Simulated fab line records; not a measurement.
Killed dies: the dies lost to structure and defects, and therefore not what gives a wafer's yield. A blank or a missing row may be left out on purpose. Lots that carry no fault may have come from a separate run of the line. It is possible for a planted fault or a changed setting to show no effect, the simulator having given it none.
Split-lot trial ; flow sky130 ; on a route of 708 steps: 5 lots, 23 wafers read

== ABOUT THE SPLIT ==
At SKY_PWDE_COAT_02 (resist thk 3000 nm), the setting spin rpm was moved away from the recipe's 2000 rpm on 9 of the 23 wafers read, by -3.3% to +6.8%. For the rest of the wafers, this setting stayed at what the recipe calls for.

Reading taken at the split's own step.

== THE READING ==
coat_of_PWDE_COAT_02.thk nm (the simulator's own value, which no gauge read), in nm, at SKY_PWDE_COAT_02 (resist thk 3000 nm). The file does not state a usual value for it. Here, 14 wafers ran the recipe; their average is 2994 nm with a standard deviation of 7.5 nm.

wafer;tool, chamber at the split;spin rpm as run, rpm;against the recipe;coat_of_PWDE_COAT_02.thk nm, nm;against lot-mates on the recipe
L077.1;litho track-02, 0;2000;recipe;2991;-
L077.2;litho track-02, 0;2000;recipe;2979;-
L077.3;litho track-02, 0;2000;recipe;2994;-
L077.4;litho track-02, 0;2000;recipe;2992;-
L077.6;litho track-02, 0;2000;recipe;2986;-
L078.2;litho track-02, 0;1934;-3.3%;3042;+50
L078.3;litho track-02, 0;2000;recipe;2993;-
L078.4;litho track-02, 0;2000;recipe;2991;-
L078.5;litho track-02, 0;1934;-3.3%;3037;+45
L078.6;litho track-02, 0;1934;-3.3%;3044;+52
L080.2;litho track-03, 0;2000;recipe;3011;-
L080.4;litho track-03, 0;2000;recipe;3003;-
L080.5;litho track-03, 0;2000;recipe;2999;-
L083.1;litho track-04, 0;2136;+6.8%;2897;-97
L083.2;litho track-04, 0;2136;+6.8%;2899;-95
L083.3;litho track-04, 0;2000;recipe;2998;-
L083.4;litho track-04, 0;2000;recipe;2990;-
L083.5;litho track-04, 0;2136;+6.8%;2892;-102
L084.1;litho track-03, 0;1935;-3.2%;3040;+42
L084.2;litho track-03, 0;2000;recipe;3001;-
L084.3;litho track-03, 0;2000;recipe;2995;-
L084.4;litho track-03, 0;1935;-3.2%;3047;+49
L084.6;litho track-03, 0;1935;-3.2%;3048;+50

THE FIT
A straight line over all 23 wafers: coat_of_PWDE_COAT_02.thk nm changes by -14.6 nm for each +1% of spin rpm; r = -0.99; the points scatter about the line by 6.6 nm.
The same after taking each lot's own level away (the mean of its wafers on the recipe; 23 wafers): -14.5 nm for each +1%; r = -1.00; scatter 4.2 nm.
The reading moves by 99 nm for the largest change in spin rpm, on that fit.
The lots' own levels span 2988.4 to 3004.3 nm, that is 2.1 times the standard deviation above.
The two slopes are in agreement: the lot-to-lot level therefore moves the slope only a little.
Check: -98.8 nm against its lot-mates is what the line predicts for one of the wafers moved furthest among these (+6.8%) when that wafer is left out of the fit. Against them it came out at -97 nm.

== FURTHER SPLITS ON THESE WAFERS ==
Other splits were also applied to these wafers ahead of the reading. Each is held against what the fit with the lots' levels taken away leaves over:
other split on the same wafers;wafers away from the commonest value;r with coat_of_PWDE_COAT_02.thk nm (lot level and that fit taken away)
SKY_FIELD_ISO_OXIDATION_01 temp c;18;+0.05
SKY_FIELD_ISO_ETCH_15 time s;10;+0.10

== THE WHOLE CHAIN: every reading that the file lists as answering this split, in the file's order ==
step;what it does;reading;change (the file's fit);r (the file's)
SKY_PWDE_COAT_02;resist thk 3000 nm;coat_of_PWDE_COAT_02.thk nm (the simulator's own value, which no gauge read);-14.5 nm for each +1% of the setting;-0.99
SKY_PWDE_STRIP_09;strips in O2/N2;strip time to endpoint s;withheld for each +1% of the setting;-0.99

== THE FILE'S OWN FIT ==
coat_of_PWDE_COAT_02.thk nm changes by -14.5 nm for each +1% of spin rpm, r = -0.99.
